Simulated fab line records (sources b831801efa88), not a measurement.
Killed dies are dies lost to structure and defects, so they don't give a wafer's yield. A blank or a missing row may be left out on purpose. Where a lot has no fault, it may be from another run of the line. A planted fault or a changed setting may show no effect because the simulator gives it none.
What tool caused it? | flow gf180mcu | Sampling: 6 lots, 18 wafers, 4 of 602 route steps

== WHAT THE GAUGES READ, wafer by wafer ==
GF_PASSIVATION_BOW_MEAS_14.
lot  | measured     | on           | PASSIVATION_BOW (um)
L758 | day 29 13:38 | filmMetro-04 | 165 155 152
L762 | day 30 19:50 | filmMetro-01 | 137 142 130
L766 | day 31 22:16 | filmMetro-01 | 149 153 158
L770 | day 33 02:20 | filmMetro-03 | 145 134 136
L773 | day 33 18:19 | filmMetro-01 | 135 140 124
L779 | day 35 04:05 | filmMetro-03 | 146 151 153

== WHAT TOOL EACH LOT RAN ON (gives the tool, then ch and the chambers of the sampled wafers, and finally the start) ==
lot  | GF_M2_METAL_ETCH_16              | GF_V4_SPUTTER_21            | GF_V5_CMP_26
L758 | rieMetal-02 ch 0,1, day 19 22:50 | pvdSputter-03, day 25 02:49 | cmp-02 ch 0,1, day 27 20:09
L762 | rieMetal-02 ch 0,1, day 21 13:44 | pvdSputter-03, day 26 12:37 | cmp-01 ch 0,1,2, day 29 03:35
L766 | rieMetal-02 ch 0,1, day 23 00:05 | pvdSputter-01, day 27 17:10 | cmp-01 ch 0,2, day 30 07:07
L770 | rieMetal-02 ch 0,1, day 24 11:10 | pvdSputter-03, day 29 02:05 | cmp-02 ch 1,2, day 31 13:43
L773 | rieMetal-01 ch 0,1, day 25 10:11 | pvdSputter-02, day 29 22:22 | cmp-01 ch 0,1,3, day 32 06:52
L779 | rieMetal-01 ch 0,1, day 27 08:33 | pvdSputter-02, day 31 14:08 | cmp-02 ch 1,2,3, day 33 19:38
- GF_M2_METAL_ETCH_16: etches the open film in Cl2/BCl3, stops on SiO2, target depth 627.5 nm, time 104.6 s.
- GF_V4_SPUTTER_21: material Ti, target thk 15 nm, time 80.02 s.
- GF_V5_CMP_26: polishes, stops on SiO2, t overpolish 15 s, target thk 0 nm.

== THE ANSWER, worked out from the rows above alone ==
Rule: usual is defined by the lots themselves. The widest of any qualifying gaps counts: lots, ordered by their means at a reading, are off when they make up no more than a third of the lots, leave a main group of 4 or more, and stand apart from it by 3 or more times the standard deviation of that group's means. The tables above print the reading to a certain number of digits; a main group whose means all agree to those digits is not used. A lot without any number at a reading at which 4 lots or more have one is off too. Any other lot the step has rows for is counted as sound.
Across all readings shown, no lot is off: no conclusion can be drawn from this.

== WHAT THE SIMULATOR HAD PUT IN ==
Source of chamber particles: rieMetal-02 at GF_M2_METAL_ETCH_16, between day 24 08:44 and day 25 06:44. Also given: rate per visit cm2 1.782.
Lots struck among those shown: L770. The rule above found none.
